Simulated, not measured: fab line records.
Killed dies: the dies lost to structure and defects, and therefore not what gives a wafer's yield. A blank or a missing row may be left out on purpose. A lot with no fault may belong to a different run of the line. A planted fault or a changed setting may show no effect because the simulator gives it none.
The tool behind it: which one? | flow sky130 | Sampling: 14 lots, 42 wafers, 2 of 708 route steps

WHAT THE GAUGES SHOWED, per wafer
The record holds no reading of a measuring or inspecting step that can be judged against a usual standard deviation.

WHAT TOOL EACH LOT RAN ON (gives the tool, then ch and the chambers of the sampled wafers, and finally the start)
lot  | SKY_LDD_P_COAT_02                | SKY_LDD_P_STRIP_10
L240 | lithoTrack-03 ch 0, day 19 20:20 | plasmaAsher-02 ch 0,1, day 20 12:43
L241 | lithoTrack-04 ch 0, day 19 20:56 | plasmaAsher-01 ch 0,1, day 20 13:19
L242 | lithoTrack-04 ch 0, day 19 22:08 | plasmaAsher-02 ch 0,1, day 20 13:55
L244 | lithoTrack-04 ch 0, day 20 05:50 | plasmaAsher-02 ch 0,1, day 20 21:34
L245 | lithoTrack-03 ch 0, day 20 11:53 | plasmaAsher-04 ch 0,1, day 21 03:32
L246 | lithoTrack-03 ch 0, day 20 21:00 | plasmaAsher-01 ch 0,1, day 21 13:02
L248 | lithoTrack-03 ch 0, day 21 20:27 | plasmaAsher-01 ch 0,1, day 22 11:43
L251 | lithoTrack-03 ch 0, day 22 12:15 | plasmaAsher-02 ch 0,1, day 23 03:43
L254 | lithoTrack-04 ch 0, day 23 22:37 | plasmaAsher-04 ch 0,1, day 24 14:15
L256 | lithoTrack-02 ch 0, day 24 05:50 | plasmaAsher-04 ch 0,1, day 24 20:03
L259 | lithoTrack-04 ch 0, day 25 07:44 | plasmaAsher-02 ch 0,1, day 25 22:48
L260 | lithoTrack-04 ch 0, day 25 23:31 | plasmaAsher-02 ch 0,1, day 26 14:37
L262 | lithoTrack-02 ch 0, day 27 01:05 | plasmaAsher-04 ch 0,1, day 27 15:52
L263 | lithoTrack-03 ch 0, day 27 03:08 | plasmaAsher-02 ch 0,1, day 27 17:55
- SKY_LDD_P_COAT_02: resist thk 1140 nm.
- SKY_LDD_P_STRIP_10: strips in O2/N2.

WHAT THE TOOLS THEMSELVES READ (means of the sampled wafers that have a number; where no wafer has one, the mark that the record gives instead)
SKY_LDD_P_COAT_02.
lot  | tool          | spinSpeedRpm (rpm)
L240 | lithoTrack-03 | 3000.6
L241 | lithoTrack-04 | 3001.5
L242 | lithoTrack-04 | 2999.4
L244 | lithoTrack-04 | 2999.5
L245 | lithoTrack-03 | 2999.1
L246 | lithoTrack-03 | 3002.9
L248 | lithoTrack-03 | 3000.1
L251 | lithoTrack-03 | 3000.5
L254 | lithoTrack-04 | 2999.0
L256 | lithoTrack-02 | 2999.5
L259 | lithoTrack-04 | 3122.7
L260 | lithoTrack-04 | 3122.2
L262 | lithoTrack-02 | 3000.2
L263 | lithoTrack-03 | 3001.0

SKY_LDD_P_STRIP_10.
lot  | tool           | drypumpMotorCurrentA (A) | o2FlowSccm (sccm) | oesProductAu (a.u.) | stripTimeToEndpointS (s)
L240 | plasmaAsher-02 | 5.5                      | 3003              | 0.715               | 14.22
L241 | plasmaAsher-01 | 6.0                      | 2986              | 0.724               | 14.20
L242 | plasmaAsher-02 | 5.5                      | 3009              | 0.714               | 14.15
L244 | plasmaAsher-02 | 5.5                      | 3001              | 0.713               | 14.21
L245 | plasmaAsher-04 | 5.7                      | 3005              | 0.714               | 14.22
L246 | plasmaAsher-01 | 6.0                      | 2994              | 0.717               | 14.21
L248 | plasmaAsher-01 | 6.0                      | 3002              | 0.716               | 14.18
L251 | plasmaAsher-02 | 5.5                      | 2996              | 0.716               | 14.13
L254 | plasmaAsher-04 | 5.7                      | 2997              | 0.713               | 14.17
L256 | plasmaAsher-04 | 5.7                      | 3007              | 0.719               | 14.23
L259 | plasmaAsher-02 | 5.4                      | 2996              | 0.721               | 13.92
L260 | plasmaAsher-02 | 5.4                      | 3000              | 0.714               | 13.80
L262 | plasmaAsher-04 | 5.7                      | 3002              | 0.715               | 14.23
L263 | plasmaAsher-02 | 5.4                      | 3003              | 0.716               | 14.15

THE ANSWER, worked out from the rows above alone
Rule: the usual values come from the lots themselves. Put in order of their means at a reading, lots are off if they are a third of the lots or fewer, leave a main group of 4 or more, and stand apart from it by a gap of 3 or more times the standard deviation of the main group's means; of several such gaps the widest counts. A main group is skipped when, at the precision printed for the reading in the tables above, its means are all equal. Also off: a lot with no number at a reading for which 4 or more lots have one. All remaining lots with rows at the step are treated as sound. The gauges are gone through in route order, then the tools' own readings, and for those a lot's mean is taken as printed above. At the first step where some lot is off, the reading lying furthest off is the one used; lots without a number count as furthest.
Off at SKY_LDD_P_COAT_02 (spinSpeedRpm): L259, L260. The main group: mean 3000.3 rpm, standard deviation 1.1.
If a tool, at that step or one of the process steps before it, ran each lot that is off and ran no sound lot following the first of them, it fits. One candidate fits, namely lithoTrack-04 at SKY_LDD_P_COAT_02. Its last sound lot is L254 (day 23 22:37), its first lot that is off L259 (day 25 07:44): a fault that began between those two fits.
The tool's own readings at SKY_LDD_P_COAT_02 bear it out: on the lots that are off they differ by more than 5 times the standard deviation of the sound lots' means. spinSpeedRpm reads 3122.4 rpm there against 3000.3 rpm on the sound lots.

WHAT THE SIMULATOR PUT IN
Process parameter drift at SKY_LDD_P_COAT_02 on lithoTrack-04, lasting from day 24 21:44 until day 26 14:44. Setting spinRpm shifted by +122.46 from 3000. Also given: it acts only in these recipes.
Lots struck among those shown: L259, L260. The rule given above showed the same thing.
